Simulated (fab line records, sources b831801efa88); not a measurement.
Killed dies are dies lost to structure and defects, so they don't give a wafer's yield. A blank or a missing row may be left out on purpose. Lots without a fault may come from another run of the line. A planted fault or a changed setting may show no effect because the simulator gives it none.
Which tool did it? | flow sky130 | 12 lots, 36 wafers sampled, at 1 step of a route of 708

WHAT THE GAUGES READ, wafer by wafer
SKY_LI_CONTACT_THK_MEAS_01.
lot  | measured     | on            | LI_CONTACT_HDPCVD_THK (nm)
L075 | day 28 10:14 | film_metro-02 | 971 968 971
L077 | day 29 03:46 | film_metro-03 | 985 968 959
L079 | day 30 00:20 | film_metro-03 | 960 962 963
L081 | day 30 21:39 | film_metro-03 | 986 969 976
L083 | day 31 05:56 | film_metro-01 | 954 960 984
L085 | day 32 01:26 | film_metro-03 | 954 943 969
L087 | day 32 22:16 | film_metro-02 | 956 954 952
L089 | day 33 11:05 | film_metro-01 | 961 966 967
L091 | day 34 00:29 | film_metro-03 | 946 949 980
L093 | day 34 10:40 | film_metro-03 | 976 941 975
L095 | day 35 07:00 | film_metro-02 | 984 953 963
L097 | day 35 18:49 | film_metro-03 | 997 972 968

WHICH TOOL RAN EACH LOT (tool, then ch and the chambers of the sampled wafers, then the start)
The record holds no process step before these readings.

THE ANSWER, worked out from the rows above alone
Rule: what is usual is taken from the lots themselves. Put in order of their means at a reading, lots are off if they are a third of the lots or fewer, leave a main group of 4 or more, and stand apart from it by a gap of 3 or more times the standard deviation of the main group's means; of several such gaps the widest counts. A main group whose means are all the same, to the digits that the tables above print for the reading, isn't used. A lot without any number at a reading at which 4 lots or more have one is off too. The other lots that the step has rows for count as sound.
No lot is off at any reading shown: from this, nothing can be told.

WHAT THE SIMULATOR HAD PUT IN
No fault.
